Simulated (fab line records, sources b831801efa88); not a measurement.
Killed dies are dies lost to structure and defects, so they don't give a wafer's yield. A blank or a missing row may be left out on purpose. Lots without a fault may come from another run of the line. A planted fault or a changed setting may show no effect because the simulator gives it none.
Chamber matching | flow sky130 | SKY_FIELD_ISO_ETCH_17 on rie_si-01: 4 sister chambers
The step etches Si in HBr/Cl2/O2, target depth 342 nm, time 97.7 s. 7 wafers are shown with their chamber, then 7 later ones without.

WAFERS WITH THEIR CHAMBER
wafer  | chamber | drypump_motor_current_A (A) | O2_flow_sccm (sccm)
L405.1 | 3       | 6.1                         | 6.029
L412.5 | 0       | 5.6                         | 6.010
L413.4 | 1       | 6.0                         | 5.996
L413.5 | 1       | 5.9                         | 5.996
L413.6 | 2       | 5.0                         | 5.985
L414.1 | 0       | 5.6                         | 6.010
L414.2 | 2       | 5.0                         | 6.005

WAFERS WITHOUT THEIR CHAMBER
wafer  | drypump_motor_current_A (A) | O2_flow_sccm (sccm)
L414.3 | 6.1                         | 6.030
L425.2 | 5.6                         | 6.012
L425.3 | 6.1                         | 6.011
L425.5 | 5.0                         | 6.020
L427.2 | 5.0                         | 5.998
L427.5 | 6.1                         | 5.976
L427.6 | 5.6                         | 6.016

WHICH CHAMBER EACH WENT THROUGH
wafer  | from the rows above     | in truth
L414.3 | 3                       | 3
L425.2 | 0                       | 0
L425.3 | can't be placed: 3 or 1 | 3
L425.5 | 2                       | 2
L427.2 | 2                       | 2
L427.5 | 1                       | 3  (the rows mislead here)
L427.6 | 0                       | 0
Placed correctly: 5 of 7. Can't be placed from these rows: 1 (the true chamber is among the candidates in 1). Placed wrongly: 1.
How it was worked out, from the rows above alone: a wafer's distance from a chamber is the root of the sum, over the readings, of the square of ((its reading less the chamber's mean) divided by the reading's scatter). The wafer belongs to the nearest chamber; if the next one is less than 2 further off, it can't be placed. A chamber's mean is the mean of its shown wafers. The scatter: the root of (the sum of the squares of (reading less its chamber's mean) over the shown wafers, divided by (wafers less chambers)).
